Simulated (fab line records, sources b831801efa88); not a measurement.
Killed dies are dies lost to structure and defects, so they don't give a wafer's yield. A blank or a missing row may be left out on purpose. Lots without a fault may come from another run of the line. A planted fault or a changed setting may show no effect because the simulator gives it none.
A struck lot beside a sound one | flow sky130 | 18 steps out of a route of 708
Sound: wafers L127.1, L127.2, L127.4. Struck: wafer L116.3. (L116.5, L116.6 of the same lot were not struck and are left out.) The cause comes at the end.
At each step with rows: each side's tool, then ch and its chambers, then its first start. Under that, the readings that differ: sound wafers | struck wafers | difference of the means | sigmas: that difference in standard deviations of wafers without a fault.
alike: readings whose means differ by less than 2 such deviations, and words and numbers that are the same on both sides. not compared: withheld readings, readings that some wafer has no value for, bounds like >300 that may hide the same value, and numbers for which the record gives no deviation and whose values overlap.
The two part at a step that has a row with sigmas, a row that says differs or no value, or rows on one side only. Numbers that don't overlap but have no deviation are shown without sigmas and don't part them. A reading that every wafer of one side lacks parts them only if that side has two wafers or more.

first, 4 steps without rows for these wafers: SKY_VT_ADJUST_LVTN_SOFTBAKE_14 (time 60 s); SKY_VT_ADJUST_LVTN_EXPOSE_15 (exposes mask HVN STD DERIVED, target cd 600 nm); SKY_VT_ADJUST_LVTN_PEB_16; SKY_VT_ADJUST_LVTN_DEVELOP_17 (develop time 60 s).
SKY_VT_ADJUST_LVTN_OVL_MEAS_18:
  sound on overlay-01, day 12 08:55; struck on overlay-01, day 9 04:29
  alike: VT_ADJUST_LVTN_01_OVL
then, 1 step without rows for these wafers: SKY_VT_ADJUST_LVTN_IMPLANT_19.
SKY_VT_ADJUST_LVTN_STRIP_20: strips in O2/N2.
  sound on plasma_asher-03 ch 0,1, day 12 09:06; struck on plasma_asher-01 ch 0, day 9 04:41
  alike: chamber_pressure_mTorr, drypump_motor_current_A, oes_product_au, strip_time_to_endpoint_s
  not compared: rf_hours_counter_h
SKY_VT_ADJUST_LVTN_TW_MEAS_21:
  sound on film_metro-03, day 12 09:12; struck on film_metro-01, day 9 04:46
  alike: VT_ADJUST_LVTN_2_TW
then, 4 steps without rows for these wafers: SKY_VT_ADJUST_NCORE_DEHYDRATE_00 (time 60 s); SKY_VT_ADJUST_NCORE_HMDS_01 (prime time 60 s); SKY_VT_ADJUST_NCORE_COAT_02 (resist thk 1140 nm); SKY_VT_ADJUST_NCORE_SOFTBAKE_03 (time 60 s).
SKY_VT_ADJUST_NCORE_EXPOSE_04: exposes mask LVTN COMPLEMENT THIN, target cd 380 nm.
  sound on iline_stepper-02 ch 0, day 12 21:58; struck on iline_stepper-01 ch 0, day 9 15:40
  alike: mask, stage_vel_mm_s
then, 2 steps without rows for these wafers: SKY_VT_ADJUST_NCORE_PEB_05; SKY_VT_ADJUST_NCORE_DEVELOP_06 (develop time 60 s).
SKY_VT_ADJUST_NCORE_CD_MEAS_07: target cd 380 nm.
  sound on cd_sem-01, day 13 09:58; struck on cd_sem-02, day 10 02:16
  reading    | sound             | struck | difference | sigmas
  cd_nm (nm) | 377.9 378.3 375.3 | 359.2  | -18.0      | -9
SKY_VT_ADJUST_NCORE_OVL_MEAS_08:
  sound on overlay-02, day 13 10:05; struck on overlay-02, day 10 02:21
  alike: VT_ADJUST_NCORE_OVL
SKY_PAD_OPEN_PROBE_99:
  the record has rows for the sound wafers here (prober-01, day 49 18:44) and none for the struck ones

WHERE THEY PART
First at SKY_VT_ADJUST_NCORE_CD_MEAS_07; last, within this record, at SKY_PAD_OPEN_PROBE_99.

WHY: what the simulator had put in
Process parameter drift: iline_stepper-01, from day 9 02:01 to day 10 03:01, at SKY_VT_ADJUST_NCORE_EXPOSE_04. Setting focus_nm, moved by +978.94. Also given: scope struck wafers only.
